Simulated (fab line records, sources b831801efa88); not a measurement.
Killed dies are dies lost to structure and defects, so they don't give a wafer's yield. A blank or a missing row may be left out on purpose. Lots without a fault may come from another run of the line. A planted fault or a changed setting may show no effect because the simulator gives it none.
Which tool did it? | flow sky130 | 12 lots, 36 wafers sampled, at 1 step of a route of 708

WHAT THE GAUGES READ, wafer by wafer
SKY_SD_P_OVL_MEAS_08.
lot  | measured     | on         | SD_P_OVL (nm)
L075 | day 25 20:04 | overlay-01 | -1.8 -0.5 -0.1
L077 | day 26 15:41 | overlay-01 | 1.1 2.1 0.8
L079 | day 27 11:30 | overlay-01 | 0.1 -1.9 -1.1
L081 | day 28 06:09 | overlay-02 | 0.6 0.4 -0.4
L083 | day 28 14:43 | overlay-02 | 0.1 -0.5 -0.3
L085 | day 29 15:44 | overlay-01 | 0.3 0.0 1.7
L087 | day 30 03:53 | overlay-01 | -0.3 2.4 0.3
L089 | day 30 13:52 | overlay-02 | 1.8 1.9 1.1
L091 | day 31 08:12 | overlay-02 | 0.4 -0.7 0.0
L093 | day 32 00:43 | overlay-02 | 3.8 2.6 2.4
L095 | day 32 18:48 | overlay-02 | -0.4 2.0 1.0
L097 | day 33 14:13 | overlay-02 | 0.3 0.7 1.2

WHICH TOOL RAN EACH LOT (tool, then ch and the chambers of the sampled wafers, then the start)
The record holds no process step before these readings.

THE ANSWER, worked out from the rows above alone
Rule: what is usual is taken from the lots themselves. Put in order of their means at a reading, lots are off if they are a third of the lots or fewer, leave a main group of 4 or more, and stand apart from it by a gap of 3 or more times the standard deviation of the main group's means; of several such gaps the widest counts. A main group whose means are all the same, to the digits that the tables above print for the reading, isn't used. A lot without any number at a reading at which 4 lots or more have one is off too. The other lots that the step has rows for count as sound.
No lot is off at any reading shown: from this, nothing can be told.

WHAT THE SIMULATOR HAD PUT IN
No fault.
